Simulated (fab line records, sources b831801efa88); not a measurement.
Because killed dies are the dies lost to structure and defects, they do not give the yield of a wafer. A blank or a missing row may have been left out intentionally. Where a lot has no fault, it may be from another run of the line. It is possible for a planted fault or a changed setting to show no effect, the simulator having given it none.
Struck lot and sound lot, side by side | flow sky130 | 15 steps out of a route of 708
Sound: the wafers L180.2, L180.4, L180.6. Struck: wafer L189.5 (L189.3, L189.4, from the same lot, were not struck and are left out); the cause is given at the end.
For every step that has rows: the tool of each side, followed by ch and its chambers, followed by its first start. Under that, the readings that differ: sound wafers | struck wafers | difference of the means | sigmas: that difference in standard deviations of wafers without a fault.
alike: a reading whose means differ by less than 2 such deviations, as well as words and numbers matching on both sides. not compared: withheld readings; readings where some wafer has no value; bounds like >300 that might hide an equal value; numbers whose values overlap and for which the record gives no deviation.
Wherever a step has rows on one side only, a row that says differs or no value, or a row with sigmas, the two part there. Numbers that have no deviation but don't overlap get no sigmas and don't part them. Lack of a reading on every wafer of one side parts them only where that side has two or more wafers.

first, 5 steps without rows for these wafers: SKY_VT_ADJUST_PCH_COAT_02 (resist thk 3000 nm); SKY_VT_ADJUST_PCH_SOFTBAKE_03; SKY_VT_ADJUST_PCH_EXPOSE_04 (exposes mask NWM, target cd 840 nm); SKY_VT_ADJUST_PCH_PEB_05; SKY_VT_ADJUST_PCH_DEVELOP_06 (develop time 60 s).
SKY_VT_ADJUST_PCH_OVL_MEAS_07:
  struck on overlay-02, day 14 04:51; sound on overlay-02, day 11 06:19
  alike: VT_ADJUST_PCH_OVL
after that, 1 step had no rows for these wafers: SKY_VT_ADJUST_PCH_IMPLANT_08.
SKY_VT_ADJUST_PCH_STRIP_09: strips in O2/N2.
  sound on plasma_asher-04 ch 0,1, day 11 06:30; struck on plasma_asher-03 ch 0, day 14 05:03
  reading             | sound          | struck | difference | sigmas
  o2_flow_sccm (sccm) | 3009 3010 3012 | 2991   | -19        | -3
  alike: drypump_motor_current_A, oes_product_au, strip_time_to_endpoint_s
  not compared: rf_hours_counter_h
SKY_VT_ADJUST_PCH_TW_MEAS_10:
  struck on film_metro-03, day 14 05:08; sound on film_metro-01, day 11 06:37
  reading          | sound             | struck | difference | sigmas
  VT_ADJUST_PCH_TW | 145.5 144.8 145.2 | 142.1  | -3.1       | -3
then, 3 steps without rows for these wafers: SKY_SONOS_TUNNEL_DEHYDRATE_00 (time 60 s); SKY_SONOS_TUNNEL_HMDS_01 (prime time 60 s); SKY_SONOS_TUNNEL_COAT_02 (resist thk 1140 nm).
SKY_SONOS_TUNNEL_SOFTBAKE_03: time 60 s.
  sound on litho_track-03 ch 0, day 11 19:03; struck on litho_track-03 ch 0, day 14 17:34
  reading          | sound             | struck | difference | sigmas
  run_length_s (s) | 89.74 89.27 89.45 | 105.07 | +15.58     | +68
  alike: plate_temp_C
then, 1 step without rows for these wafers: SKY_SONOS_TUNNEL_EXPOSE_04 (exposes mask TUNM, target cd 410 nm).
-- here the record skips 34 days between the struck wafers' starts before and after, leaving off in module SONOS_TUNNEL and picking up in module PAD_OPEN (first step shown: number 708 of the route) --
SKY_PAD_OPEN_PROBE_99:
  struck on prober-02, day 49 03:23; sound on prober-01, day 46 17:29
  alike: killed_at_M0_to_M3, killed_at_M4_up, killed_at_contacts, killed_at_front_end, killed_at_other, killed_dies, killed_open, killed_short

WHERE THEY PART
First at SKY_VT_ADJUST_PCH_STRIP_09; last, within this record, at SKY_SONOS_TUNNEL_SOFTBAKE_03. Later steps at which nothing parts them and some readings are alike: SKY_PAD_OPEN_PROBE_99.

WHY: what the simulator had put in
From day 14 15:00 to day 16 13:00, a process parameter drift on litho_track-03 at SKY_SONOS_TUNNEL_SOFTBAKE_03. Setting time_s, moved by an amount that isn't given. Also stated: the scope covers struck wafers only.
